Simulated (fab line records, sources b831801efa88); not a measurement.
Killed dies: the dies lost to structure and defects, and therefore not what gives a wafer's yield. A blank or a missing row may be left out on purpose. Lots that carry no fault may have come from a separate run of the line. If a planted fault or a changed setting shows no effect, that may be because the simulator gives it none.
Which tool was responsible? ; flow sky130 ; 13 lots with 39 wafers sampled at 4 steps, on a route of 708 steps

WHAT EACH GAUGE READ, for each wafer
SKY_METAL5_THK_MEAS_06: measures by xrf. Usual: METAL5_ALCU_THK typically reads 1156 nm, with standard deviation 14.
lot;measured;on;METAL5_ALCU_THK (nm);flag
L260;day 43 10:43;film_metro-04;1175 1156 1162;
L261;day 43 14:25;film_metro-02;1179 1151 1173;
L262;day 44 03:21;film_metro-03;1143 1148 1154;
L263;day 44 05:00;film_metro-02;1156 1139 1158;
L265;day 44 21:47;film_metro-02;1164 1163 1172;
L266;day 45 05:18;film_metro-04;1156 1148 1167;
L267;day 45 06:35;film_metro-03;1143 1139 1163;
L268;day 45 10:00;film_metro-04;1144 1141 1149;
L269;day 46 01:32;film_metro-04;1152 1149 1144;
L270;day 46 02:55;film_metro-02;1161 1155 1144;
L278;day 48 03:36;film_metro-03;1146 1141 1141;
L279;day 48 04:20;film_metro-02;1169 1166 1166;
L281;day 48 14:50;film_metro-03;1177 1148 1157;

SKY_PASSIVATION_THK_MEAS_01. Usual: PASSIVATION_CVD_00_THK typically reads 89.8 nm, with standard deviation 1.4.
lot;measured;on;PASSIVATION_CVD_00_THK (nm);flag
L260;day 44 10:03;film_metro-01;88.6 92.7 89.2;
L261;day 44 12:56;film_metro-03;89.9 88.4 90.7;
L262;day 45 01:54;film_metro-04;90.1 92.6 90.0;
L263;day 45 04:05;film_metro-03;90.7 91.0 89.1;
L265;day 45 20:22;film_metro-03;90.2 88.3 89.8;
L266;day 46 03:38;film_metro-04;91.0 90.7 92.5;
L267;day 46 04:59;film_metro-01;88.5 87.3 91.9;
L268;day 46 08:53;film_metro-01;88.0 90.0 90.3;
L269;day 46 22:05;film_metro-04;89.6 88.4 89.4;
L270;day 47 00:23;film_metro-04;87.9 87.5 89.8;
L278;day 48 23:19;film_metro-01;90.3 89.5 91.8;
L279;day 48 23:01;film_metro-01;87.2 90.1 89.4;
L281;day 49 09:48;film_metro-01;89.1 90.7 89.7;

WHAT TOOL EACH LOT RAN ON (gives the tool, then ch and the chambers of the sampled wafers, and finally the start)
lot;SKY_GATE_OXIDE_OXIDATION_16;SKY_METAL5_DESCUM_14
L260;furnace-02 ch 0, day 14 08:47;rie_metal-02 ch 0,1, day 44 09:10
L261;furnace-02 ch 0, day 14 15:20;rie_metal-04 ch 0,1, day 44 12:02
L262;furnace-01 ch 0, day 15 05:56;rie_metal-02 ch 0,1, day 45 01:01
L263;furnace-02 ch 0, day 15 09:10;rie_metal-03 ch 0,1, day 45 03:10
L265;furnace-02 ch 0, day 16 06:44;rie_metal-03 ch 0,1, day 45 19:27
L266;furnace-01 ch 0, day 16 16:57;rie_metal-04 ch 0,1, day 46 02:43
L267;furnace-02 ch 0, day 16 20:10;rie_metal-04 ch 0,1, day 46 04:06
L268;furnace-01 ch 0, day 17 00:57;rie_metal-03 ch 0,1, day 46 07:43
L269;furnace-01 ch 0, day 17 18:39;rie_metal-02 ch 0,1, day 46 21:09
L270;furnace-02 ch 0, day 17 23:02;rie_metal-03 ch 0, day 46 23:27
L278;furnace-02 ch 0, day 20 18:05;rie_metal-02 ch 0,1, day 48 21:59
L279;furnace-02 ch 0, day 21 00:48;rie_metal-03 ch 0,1, day 48 22:04
L281;furnace-01 ch 0, day 21 18:48;rie_metal-04 ch 0,1, day 49 08:55
- SKY_GATE_OXIDE_OXIDATION_16: stabilise 600 s, purge 300 s, target thk 3.57 nm.
- SKY_METAL5_DESCUM_14: chemistry O2, time 11 s.

WHAT THE TOOLS THEMSELVES READ (means of the sampled wafers that have a number; where no wafer has one, the mark that the record gives instead)
SKY_GATE_OXIDE_OXIDATION_16. Usual: ramp_up_c_per_min 9.9998, standard deviation 0.0017; spike_tc_lower_C 800.8 C, standard deviation 0.99.
lot;tool;ramp_up_c_per_min;spike_tc_lower_C (C);flag
L260;furnace-02;9.9984;800.4;
L261;furnace-02;10.0010;799.8;
L262;furnace-01;10.0020;801.5;
L263;furnace-02;9.9989;799.9;
L265;furnace-02;10.0000;800.8;
L266;furnace-01;9.9998;801.7;
L267;furnace-02;9.9987;800.9;
L268;furnace-01;9.9986;801.7;
L269;furnace-01;9.9988;801.7;
L270;furnace-02;9.9996;800.6;
L278;furnace-02;10.0009;800.2;
L279;furnace-02;10.0023;800.3;
L281;furnace-01;9.9993;801.9;

SKY_METAL5_DESCUM_14. Usual: drypump_motor_current_A 5.76 A, standard deviation 0.27; oes_product_au 0.997 a.u., standard deviation 0.015.
lot;tool;drypump_motor_current_A (A);oes_product_au (a.u.);flag
L260;rie_metal-02;5.75;0.991;
L261;rie_metal-04;5.94;1.024;
L262;rie_metal-02;5.86;0.996;
L263;rie_metal-03;5.61;0.989;
L265;rie_metal-03;5.62;0.994;
L266;rie_metal-04;5.91;1.021;
L267;rie_metal-04;5.94;1.015;
L268;rie_metal-03;5.50;1.000;
L269;rie_metal-02;5.85;0.990;
L270;rie_metal-03;5.36;1.006;
L278;rie_metal-02;5.87;0.988;
L279;rie_metal-03;5.65;0.994;
L281;rie_metal-04;6.09;1.014;

THE ANSWER, worked out from the rows above alone
Rule: lot off if the mean of its wafers having a number is beyond 3 standard deviations from the usual mean. A lot without any number at a reading at which 4 lots or more have one is off too. Any other lot the step has rows for is counted as sound. Order of review: gauges by route order, followed by the tools' own readings, for which a lot's mean as printed above is used. At the first step where some lot is off, the reading lying furthest off is the one used; lots without a number count as furthest.
Across all readings shown, no lot is off: no conclusion can be drawn from this.

WHAT THE SIMULATOR HAD INSERTED
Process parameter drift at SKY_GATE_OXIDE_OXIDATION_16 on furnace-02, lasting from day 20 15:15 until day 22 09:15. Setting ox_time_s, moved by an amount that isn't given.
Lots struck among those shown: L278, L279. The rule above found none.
